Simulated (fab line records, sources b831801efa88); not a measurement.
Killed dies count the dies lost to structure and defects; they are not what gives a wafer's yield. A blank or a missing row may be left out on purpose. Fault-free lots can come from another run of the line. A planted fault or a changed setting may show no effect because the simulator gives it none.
Which tool is to blame? | flow gf180mcu | Sampling: 13 lots, 39 wafers, 4 of 602 route steps

## WHAT EACH GAUGE READ, for each wafer
GF_V4_THK_MEAS_01.
lot  | measured     | on            | V4_CVD_00_THK (nm)
L416 | day 23 18:04 | film_metro-03 | 601 610 601
L417 | day 24 02:02 | film_metro-04 | 604 603 601
L418 | day 24 11:15 | film_metro-04 | 602 600 594
L420 | day 24 22:15 | film_metro-02 | 599 598 591
L422 | day 25 16:08 | film_metro-04 | 606 597 601
L423 | day 26 03:11 | film_metro-02 | 604 610 602
L424 | day 26 08:51 | film_metro-02 | 605 601 604
L425 | day 26 18:01 | film_metro-03 | 600 596 598
L427 | day 27 01:23 | film_metro-02 | 602 603 594
L430 | day 28 06:09 | film_metro-02 | 592 590 605
L433 | day 29 05:00 | film_metro-03 | 591 587 593
L437 | day 30 19:01 | film_metro-03 | 610 605 609
L438 | day 30 14:50 | film_metro-03 | 602 624 612

GF_V4_BOW_MEAS_05.
lot  | measured     | on            | V4_BOW (um)
L416 | day 23 18:35 | film_metro-02 | 137 133 127
L417 | day 24 02:32 | film_metro-03 | 148 148 162
L418 | day 24 11:44 | film_metro-02 | 140 135 128
L420 | day 24 22:44 | film_metro-02 | 123 128 129
L422 | day 25 16:37 | film_metro-03 | 121 118 128
L423 | day 26 03:41 | film_metro-04 | 125 116 125
L424 | day 26 09:21 | film_metro-02 | 152 142 136
L425 | day 26 18:31 | film_metro-03 | 137 147 143
L427 | day 27 02:12 | film_metro-03 | 136 142 138
L430 | day 28 06:39 | film_metro-02 | 145 131 131
L433 | day 29 05:34 | film_metro-03 | 131 119 123
L437 | day 30 19:34 | film_metro-02 | 122 132 150
L438 | day 30 15:23 | film_metro-02 | 144 132 132

## TOOL THAT RAN EACH LOT (tool first, then ch and the chambers of the sampled wafers, then the start)
lot  | GF_STI_STRIP_15                     | GF_VT_IMPLANT_STRIP_42
L416 | plasma_asher-04 ch 0,1, day 2 06:41 | plasma_asher-04 ch 0,1, day 7 17:45
L417 | plasma_asher-04 ch 0,1, day 2 12:56 | plasma_asher-01 ch 0,1, day 8 00:24
L418 | plasma_asher-04 ch 0,1, day 2 17:01 | plasma_asher-02 ch 0,1, day 8 07:35
L420 | plasma_asher-02 ch 0,1, day 3 02:50 | plasma_asher-02 ch 0,1, day 8 18:51
L422 | plasma_asher-04 ch 0,1, day 3 13:42 | plasma_asher-02 ch 0,1, day 9 07:12
L423 | plasma_asher-02 ch 0,1, day 3 18:32 | plasma_asher-02 ch 0,1, day 9 17:01
L424 | plasma_asher-04 ch 0,1, day 3 23:59 | plasma_asher-04 ch 0, day 9 21:42
L425 | plasma_asher-02 ch 0,1, day 4 04:57 | plasma_asher-02 ch 0,1, day 10 03:23
L427 | plasma_asher-04 ch 0,1, day 4 15:05 | plasma_asher-01 ch 0,1, day 10 17:14
L430 | plasma_asher-02 ch 0,1, day 5 07:39 | plasma_asher-01 ch 1, day 11 14:40
L433 | plasma_asher-03 ch 0,1, day 5 22:08 | plasma_asher-04 ch 0,1, day 12 11:29
L437 | plasma_asher-02 ch 0,1, day 6 19:29 | plasma_asher-01 ch 0,1, day 14 02:14
L438 | plasma_asher-03 ch 0, day 7 00:17   | plasma_asher-02 ch 0,1, day 14 01:16
- GF_STI_STRIP_15: strips in O2/N2.
- GF_VT_IMPLANT_STRIP_42: strips in O2/N2.

## AS READ BY THE TOOLS THEMSELVES (means over the sampled wafers that have a number; for cases with no such wafer, the mark the record gives instead)
GF_STI_STRIP_15.
lot  | tool            | drypump_motor_current_A (A) | heater_power_w (W) | oes_product_au (a.u.) | strip_time_to_endpoint_s (s)
L416 | plasma_asher-04 | 5.9                         | 317                | 0.382                 | 3.72
L417 | plasma_asher-04 | 5.9                         | 319                | 0.390                 | 3.72
L418 | plasma_asher-04 | 5.9                         | 317                | 0.388                 | 3.74
L420 | plasma_asher-02 | 5.7                         | 315                | 0.384                 | 3.73
L422 | plasma_asher-04 | 5.9                         | 320                | 0.383                 | 3.71
L423 | plasma_asher-02 | 5.7                         | 313                | 0.385                 | 3.68
L424 | plasma_asher-04 | 5.9                         | 323                | 0.383                 | 3.74
L425 | plasma_asher-02 | 6.2                         | 305                | 0.382                 | 3.72
L427 | plasma_asher-04 | 5.9                         | 325                | 0.384                 | 3.76
L430 | plasma_asher-02 | 6.2                         | 303                | 0.385                 | 3.73
L433 | plasma_asher-03 | 5.3                         | 309                | 0.383                 | 3.73
L437 | plasma_asher-02 | 5.7                         | 315                | 0.389                 | 3.71
L438 | plasma_asher-03 | 5.8                         | 344                | 0.384                 | 3.76

GF_VT_IMPLANT_STRIP_42.
lot  | tool            | drypump_motor_current_A (A) | heater_power_w (W) | oes_product_au (a.u.) | strip_time_to_endpoint_s (s)
L416 | plasma_asher-04 | 5.9                         | 315                | 0.713                 | 12.62
L417 | plasma_asher-01 | 5.4                         | 347                | 0.722                 | 12.64
L418 | plasma_asher-02 | 5.7                         | 318                | 0.716                 | 12.60
L420 | plasma_asher-02 | 6.2                         | 307                | 0.714                 | 12.55
L422 | plasma_asher-02 | 5.7                         | 316                | 0.719                 | 12.61
L423 | plasma_asher-02 | 5.7                         | 318                | 0.713                 | 12.65
L424 | plasma_asher-04 | 5.8                         | 307                | 0.717                 | 12.64
L425 | plasma_asher-02 | 5.7                         | 309                | 0.717                 | 12.63
L427 | plasma_asher-01 | 5.3                         | 329                | 0.713                 | 12.70
L430 | plasma_asher-01 | 5.0                         | 298                | 0.719                 | 12.68
L433 | plasma_asher-04 | 5.9                         | 324                | 0.937                 | -
L437 | plasma_asher-01 | 5.2                         | 326                | 0.718                 | 12.65
L438 | plasma_asher-02 | 6.2                         | 312                | 0.717                 | 12.62

## THE ANSWER, worked out from the rows above alone
Rule: usual is defined by the lots themselves. Put in order of their means at a reading, lots are off if they are a third of the lots or fewer, leave a main group of 4 or more, and stand apart from it by a gap of 3 or more times the standard deviation of the main group's means; of several such gaps the widest counts. The tables above print the reading to a certain number of digits; a main group whose means all agree to those digits is not used. Also off: a lot with no number at a reading for which 4 or more lots have one. The other lots that the step has rows for count as sound. Order of review: gauges by route order, followed by the tools' own readings, for which a lot's mean as printed above is used. At the first step where some lot is off, the reading lying furthest off is the one used; lots without a number count as furthest.
Off: L433, at GF_VT_IMPLANT_STRIP_42 (strip_time_to_endpoint_s). Without a number there: L433. For the main group the mean is 12.63 s and the standard deviation 0.037.
If a tool, at that step or one of the process steps before it, ran each lot that is off and ran no sound lot following the first of them, it fits. One fits: GF_VT_IMPLANT_STRIP_42 on plasma_asher-04. Its last sound lot is L424 (day 9 21:42), its first lot that is off L433 (day 12 11:29): a fault that began between those two fits.
The tool's own readings at GF_VT_IMPLANT_STRIP_42 bear it out: on the lots that are off they differ by more than 5 times the standard deviation of the sound lots' means. oes_product_au reads 0.937 a.u. there against 0.716 a.u. on the sound lots.
Blank at GF_VT_IMPLANT_STRIP_42 on the lots that are off, where sound lots have numbers: strip_time_to_endpoint_s.

## WHAT THE SIMULATOR PUT IN
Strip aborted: plasma_asher-04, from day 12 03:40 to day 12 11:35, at GF_VT_IMPLANT_STRIP_42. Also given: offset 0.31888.
Struck lots among those shown: L433. The rule given above showed the same thing.
